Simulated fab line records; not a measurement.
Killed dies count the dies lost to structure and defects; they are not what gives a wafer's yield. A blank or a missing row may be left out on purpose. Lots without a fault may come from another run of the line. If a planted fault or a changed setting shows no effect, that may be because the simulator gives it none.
Comparing a struck lot with a sound one ; flow sky130 ; 18 steps out of a route of 708
Sound: wafers L844.2, L844.3, L844.4. Struck: wafer L842.4 (L842.1, L842.5, from the same lot, were not struck and are left out); the cause is given at the end.
For every step that has rows: the tool of each side, followed by ch and its chambers, followed by its first start. Under that, the readings that differ: sound wafers ; struck wafers ; difference of the means ; sigmas: that difference in standard deviations of wafers without a fault.
alike: readings whose means differ by less than 2 such deviations, and words and numbers that are the same on both sides. not compared: withheld readings, readings that some wafer has no value for, bounds like >300 that may hide the same value, and numbers for which the record gives no deviation and whose values overlap.
Wherever a step has rows on one side only, a row that says differs or no value, or a row with sigmas, the two part there. Non-overlapping numbers with no deviation appear without sigmas and do not part them. A reading missing from all wafers of one side parts the sides only when that side holds two or more wafers.

first, 2 steps without rows for these wafers: SKY_CONTACT_PEB_12; SKY_CONTACT_DEVELOP_13 (develop time 60 s).
SKY_CONTACT_CD_MEAS_14 targets a cd of 170 nm.
  struck on cd_sem-02, day 35 22:28; sound on cd_sem-01, day 36 12:07
  alike: cd_nm
SKY_CONTACT_OVL_MEAS_15:
  struck on overlay-01, day 35 22:35; sound on overlay-02, day 36 12:13
  alike: CONTACT_OVL
SKY_CONTACT_ETCH_16: etches BARC in N2/H2, stops on SiO2, time 45.9 s, target depth 60 nm.
  sound on rie_diel-04 ch 0,3, day 36 12:15; struck on rie_diel-01 ch 0, day 35 22:37
reading;sound;struck;difference;sigmas
drypump_motor_current_A (A);6.2 5.9 6.2;4.8;-1.3;-3
  alike: oes_product_au, throttle_valve_pct
  not compared: rf_hours_counter_h
SKY_CONTACT_ETCH_17: etches SiO2 in C4F8/O2/Ar, stops on Si3N4, target depth 340 nm.
  sound on rie_diel-04 ch 0,3, day 36 12:17; struck on rie_diel-01 ch 0, day 35 22:40
  alike: oes_product_au
SKY_CONTACT_ETCH_18: etches Si3N4 in CHF3/O2, stops on TiN, time 39 s, target depth 75 nm.
  sound: rie_diel-04 ch 0,3; struck: rie_diel-01 ch 0
reading;sound;struck;difference;sigmas
drypump_motor_current_A (A);6.2 5.8 6.2;4.8;-1.3;-3
  alike: oes_product_au, throttle_valve_pct
  not compared: rf_hours_counter_h
SKY_CONTACT_STRIP_19: strips in O2/N2.
  sound on plasma_asher-02 ch 0,1, day 36 12:23; struck on plasma_asher-02 ch 1, day 35 22:45
reading;sound;struck;difference;sigmas
oes_product_au (a.u.);0.368 0.376 0.378;0.385;+0.011;+2
  alike: drypump_motor_current_A, strip_time_to_endpoint_s
  not compared: rf_hours_counter_h
then, 3 steps without rows for these wafers: SKY_CONTACT_STRIP_20 (strips in post etch residue remover, time 1200 s); SKY_CONTACT_CLEAN_21 (cleans in IPA, time 180 s); SKY_CONTACT_CLEAN_22 (cleans in O3/DIW).
SKY_CONTACT_SPUTTER_23: material TiN, target thk 20 nm, time 80 s.
  struck on pvd_sputter-04, day 35 23:23; sound on pvd_sputter-04, day 36 12:59
  alike: throttle_valve_pct
SKY_CONTACT_CVD_24: deposits W, target thk 340 nm, time 102.12 s.
  sound on cvd_w-02 ch 0,1, day 36 13:02; struck on cvd_w-01 ch 1, day 35 23:26
reading;sound;struck;difference;sigmas
model.W_of_CONTACT_CVD_24.thk_nm (nm);340.8 335.8 339.3;387.5;+48.9;
  alike: heater_power_w
SKY_CONTACT_RS_MEAS_25: a four-point-probe measurement.
  struck on film_metro-04, day 35 23:50; sound on film_metro-03, day 36 13:10
reading;sound;struck;difference;sigmas
CONTACT_W_RS (ohm/sq);0.338 0.342 0.338;0.296;-0.043;-12
  not compared: hold
SKY_CONTACT_THK_MEAS_26: measures by xrf.
  struck on film_metro-04, day 36 02:54; sound on film_metro-03, day 36 13:17
reading;sound;struck;difference;sigmas
CONTACT_W_THK (nm);336 333 336;387;+52;+13
  not compared: hold
SKY_CONTACT_CMP_27: polishes, stops on SiO2, t overpolish 15 s, target thk 0 nm.
  sound on cmp-02 ch 1,2,3, day 36 13:20; struck on cmp-01 ch 1, day 36 04:10
reading;sound;struck;difference;sigmas
hold;- - -;await_dispo/1.1h/release;no value on the sound wafers;
time_to_endpoint_s (s);80.4 74.3 72.8;92.9;+17.1;+7
  alike: motor_current_A
then, 2 steps without rows for these wafers: SKY_METAL1_SPUTTER_00 (material Ti, target thk 15 nm, time 10 s); SKY_PAD_OPEN_PROBE_99.

WHERE THEY PART
First at SKY_CONTACT_ETCH_16; last, within this record, at SKY_CONTACT_CMP_27.

WHY: what the simulator had put in
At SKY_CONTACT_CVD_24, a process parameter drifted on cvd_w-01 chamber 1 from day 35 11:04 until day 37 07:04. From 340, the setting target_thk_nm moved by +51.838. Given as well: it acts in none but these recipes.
